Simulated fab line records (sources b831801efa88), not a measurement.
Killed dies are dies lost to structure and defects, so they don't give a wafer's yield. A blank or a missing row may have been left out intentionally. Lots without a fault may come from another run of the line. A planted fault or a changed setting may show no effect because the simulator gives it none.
The tool behind it: which one? | flow gf180mcu | 12 lots with 34 wafers sampled at 4 steps, on a route of 602 steps

== WHAT THE GAUGES READ, wafer by wafer ==
GF_PSD_OVL_MEAS_08.
lot  | measured     | on         | PSD_OVL (nm)
L273 | day 14 11:59 | overlay-01 | 1.4 0.6 -0.1
L277 | day 15 11:28 | overlay-01 | -0.8 -1.0 -2.1
L276 | day 15 17:02 | overlay-02 | -0.9 0.3 -0.9
L278 | day 16 03:20 | overlay-01 | 1.1 2.0 0.0
L280 | day 17 02:26 | overlay-01 | -1.4 -3.7 -2.1
L282 | day 17 19:16 | overlay-01 | -0.6 -0.8 -0.2
L287 | day 19 21:31 | overlay-02 | 1.6
L286 | day 20 00:36 | overlay-01 | -2.1
L290 | day 20 19:05 | overlay-01 | 0.1 -1.8
L293 | day 21 06:48 | overlay-01 | -3.8 -0.9 -2.9
L294 | day 21 13:43 | overlay-01 | -3.2 -2.9 -2.3
L295 | day 21 21:26 | overlay-01 | -3.0 -4.2 -4.9

== TOOL THAT RAN EACH LOT (tool first, then ch and the chambers of the sampled wafers, then the start) ==
lot  | GF_POLY_GATE_ETCH_13             | GF_POLY_GATE_STRIP_14                | GF_HV_LDD_STRIP_37
L273 | rie si-02 ch 0,2,3, day 9 11:49  | plasma asher-01 ch 0,1, day 9 11:52  | plasma asher-03 ch 0,1, day 11 20:43
L277 | rie si-01 ch 1,2,3, day 10 07:19 | plasma asher-01 ch 0,1, day 10 07:23 | plasma asher-03 ch 0,1, day 12 18:50
L276 | rie si-01 ch 2,3, day 10 10:37   | plasma asher-02 ch 1, day 10 10:40   | plasma asher-03 ch 0,1, day 12 22:52
L278 | rie si-02 ch 2,3, day 10 21:51   | plasma asher-03 ch 0,1, day 10 21:56 | plasma asher-01 ch 0,1, day 13 09:34
L280 | rie si-01 ch 0,2,3, day 11 14:30 | plasma asher-03 ch 0,1, day 11 14:33 | plasma asher-01 ch 0,1, day 14 04:37
L282 | rie si-02 ch 0,1, day 12 05:28   | plasma asher-02 ch 0,1, day 12 05:31 | plasma asher-03 ch 0,1, day 14 21:32
L287 | rie si-02 ch 0,1, day 13 23:08   | plasma asher-01 ch 0,1, day 13 23:13 | plasma asher-04 ch 1, day 16 18:10
L286 | rie si-02 ch 2,3, day 14 01:26   | plasma asher-03 ch 0, day 14 01:29   | plasma asher-04 ch 1, day 16 22:04
L290 | rie si-02 ch 0,1,3, day 14 16:32 | plasma asher-03 ch 0,1, day 14 16:35 | plasma asher-01 ch 1, day 17 14:53
L293 | rie si-01 ch 0,1,2, day 15 03:05 | plasma asher-03 ch 0,1, day 15 03:08 | plasma asher-01 ch 0,1, day 18 02:56
L294 | rie si-01 ch 0,1,3, day 15 12:53 | plasma asher-02 ch 0,1, day 15 12:56 | plasma asher-04 ch 0,1, day 18 10:35
L295 | rie si-01 ch 0,2, day 15 17:32   | plasma asher-03 ch 0, day 15 17:36   | plasma asher-04 ch 1, day 18 17:17
- GF_POLY_GATE_ETCH_13: etches poly-Si in HBr/Cl2, stops on SiO2, target depth 198.5 nm, time 69.6 s.
- GF_POLY_GATE_STRIP_14: strips in O2/N2.
- GF_HV_LDD_STRIP_37: strips in O2/N2.

== AS READ BY THE TOOLS THEMSELVES (means over the sampled wafers that have a number; for cases with no such wafer, the mark the record gives instead) ==
GF_POLY_GATE_ETCH_13.
lot  | tool      | drypump motor current A (A) | he backside leak sccm (sccm) | oes product au (a.u.) | run length s (s) | throttle valve pct (%)
L273 | rie si-02 | 5.9                         | 2.51                         | 0.988                 | 97.2             | 33.674
L277 | rie si-01 | 6.0                         | 2.61                         | 0.982                 | 97.8             | 33.673
L276 | rie si-01 | 6.1                         | 2.59                         | 0.986                 | 97.9             | 33.680
L278 | rie si-02 | 6.0                         | 2.68                         | 0.981                 | 97.2             | 33.685
L280 | rie si-01 | 5.8                         | 2.49                         | 0.986                 | 97.6             | 33.696
L282 | rie si-02 | 6.0                         | 2.64                         | 0.991                 | 98.1             | 33.676
L287 | rie si-02 | 6.0                         | 2.65                         | 0.994                 | 82.7             | 33.688
L286 | rie si-02 | 6.0                         | 2.79                         | 0.988                 | 81.8             | 33.680
L290 | rie si-02 | 5.8                         | 2.52                         | 0.991                 | 87.4             | 33.691
L293 | rie si-01 | 6.0                         | 2.58                         | 0.978                 | 98.0             | 33.688
L294 | rie si-01 | 5.8                         | 2.59                         | 0.994                 | 97.9             | 33.684
L295 | rie si-01 | 6.0                         | 2.48                         | 0.976                 | 97.7             | 33.679

GF_POLY_GATE_STRIP_14.
lot  | tool            | drypump motor current A (A) | heater power w (W) | oes product au (a.u.)
L273 | plasma asher-01 | 5.7                         | 334                | 0.506
L277 | plasma asher-01 | 5.7                         | 362                | 0.503
L276 | plasma asher-02 | 4.9                         | 371                | 0.504
L278 | plasma asher-03 | 6.2                         | 355                | 0.506
L280 | plasma asher-03 | 6.0                         | 354                | 0.505
L282 | plasma asher-02 | 5.3                         | 368                | 0.501
L287 | plasma asher-01 | 5.7                         | 349                | 0.516
L286 | plasma asher-03 | 6.4                         | 362                | 0.516
L290 | plasma asher-03 | 6.2                         | 356                | 0.510
L293 | plasma asher-03 | 6.2                         | 355                | 0.504
L294 | plasma asher-02 | 5.7                         | 360                | 0.506
L295 | plasma asher-03 | 6.4                         | 364                | 0.507

GF_HV_LDD_STRIP_37.
lot  | tool            | drypump motor current A (A) | heater power w (W) | oes product au (a.u.) | strip time to endpoint s (s)
L273 | plasma asher-03 | 6.1                         | 362                | 0.715                 | 12.62
L277 | plasma asher-03 | 6.0                         | 354                | 0.716                 | 12.65
L276 | plasma asher-03 | 6.0                         | 359                | 0.713                 | 12.63
L278 | plasma asher-01 | 5.6                         | 334                | 0.716                 | 12.62
L280 | plasma asher-01 | 5.7                         | 357                | 0.715                 | 12.62
L282 | plasma asher-03 | 6.0                         | 363                | 0.713                 | 12.67
L287 | plasma asher-04 | 6.2                         | 321                | 0.716                 | 12.64
L286 | plasma asher-04 | 6.2                         | 327                | 0.723                 | 12.62
L290 | plasma asher-01 | 5.6                         | 318                | 0.720                 | 12.60
L293 | plasma asher-01 | 5.7                         | 362                | 0.718                 | 12.61
L294 | plasma asher-04 | 5.9                         | 334                | 0.718                 | 12.64
L295 | plasma asher-04 | 6.2                         | 322                | 0.716                 | 12.62

== THE ANSWER, worked out from the rows above alone ==
Rule: the lots themselves supply what counts as usual. The widest of any qualifying gaps counts: lots, ordered by their means at a reading, are off when they make up no more than a third of the lots, leave a main group of 4 or more, and stand apart from it by 3 or more times the standard deviation of that group's means. The tables above print the reading to a certain number of digits; a main group whose means all agree to those digits is not used. A lot without any number at a reading at which 4 lots or more have one is off too. The other lots that the step has rows for count as sound. First the gauges in route order, then the tools' own readings, where a lot's mean is used as printed above. At the first step where some lot is off, the reading lying furthest off is the one used; lots without a number count as furthest.
Off: L287, L286, L290 (GF_POLY_GATE_ETCH_13, run length s). The main group has a mean of 97.7 s with a standard deviation of 0.31.
If a tool, at that step or one of the process steps before it, ran each lot that is off and ran no sound lot following the first of them, it fits. One fits: rie si-02 at GF_POLY_GATE_ETCH_13. A fault onset in the window from L282 (day 12 05:28, its last sound lot) to L287 (day 13 23:08, its first lot off) fits.
The tool's own readings at GF_POLY_GATE_ETCH_13 bear it out: on the lots that are off they differ by more than 5 times the standard deviation of the sound lots' means. run length s reads 84.0 s there against 97.7 s on the sound lots.

== WHAT THE SIMULATOR PUT IN ==
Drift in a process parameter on rie si-02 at GF_POLY_GATE_ETCH_13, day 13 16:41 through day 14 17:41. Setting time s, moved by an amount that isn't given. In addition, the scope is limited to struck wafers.
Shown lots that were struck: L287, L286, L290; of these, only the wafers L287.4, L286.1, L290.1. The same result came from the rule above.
